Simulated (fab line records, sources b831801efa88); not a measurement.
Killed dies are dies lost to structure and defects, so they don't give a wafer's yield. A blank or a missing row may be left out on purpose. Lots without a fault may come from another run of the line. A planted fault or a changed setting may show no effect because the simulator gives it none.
Which tool did it? | flow sky130 | 6 lots, 17 wafers sampled, at 1 step of a route of 708

WHAT THE GAUGES READ, wafer by wafer
SKY_RES_XHIGH_TW_MEAS_09.
lot  | measured     | on            | RES_XHIGH_TW
L885 | day 28 12:37 | film_metro-02 | 1669 1672 1672
L893 | day 29 10:33 | film_metro-04 | 1645 1637 1642
L891 | day 29 11:29 | film_metro-03 | 1628 1627
L898 | day 35 03:30 | film_metro-03 | 1607 1620 1618
L902 | day 35 17:29 | film_metro-04 | 1660 1657 1649
L907 | day 36 00:15 | film_metro-03 | 1622 1637 1634

WHICH TOOL RAN EACH LOT (tool, then ch and the chambers of the sampled wafers, then the start)
The record holds no process step before these readings.

THE ANSWER, worked out from the rows above alone
Rule: what is usual is taken from the lots themselves. Put in order of their means at a reading, lots are off if they are a third of the lots or fewer, leave a main group of 4 or more, and stand apart from it by a gap of 3 or more times the standard deviation of the main group's means; of several such gaps the widest counts. A main group whose means are all the same, to the digits that the tables above print for the reading, isn't used. A lot without any number at a reading at which 4 lots or more have one is off too. The other lots that the step has rows for count as sound.
No lot is off at any reading shown: from this, nothing can be told.

WHAT THE SIMULATOR HAD PUT IN
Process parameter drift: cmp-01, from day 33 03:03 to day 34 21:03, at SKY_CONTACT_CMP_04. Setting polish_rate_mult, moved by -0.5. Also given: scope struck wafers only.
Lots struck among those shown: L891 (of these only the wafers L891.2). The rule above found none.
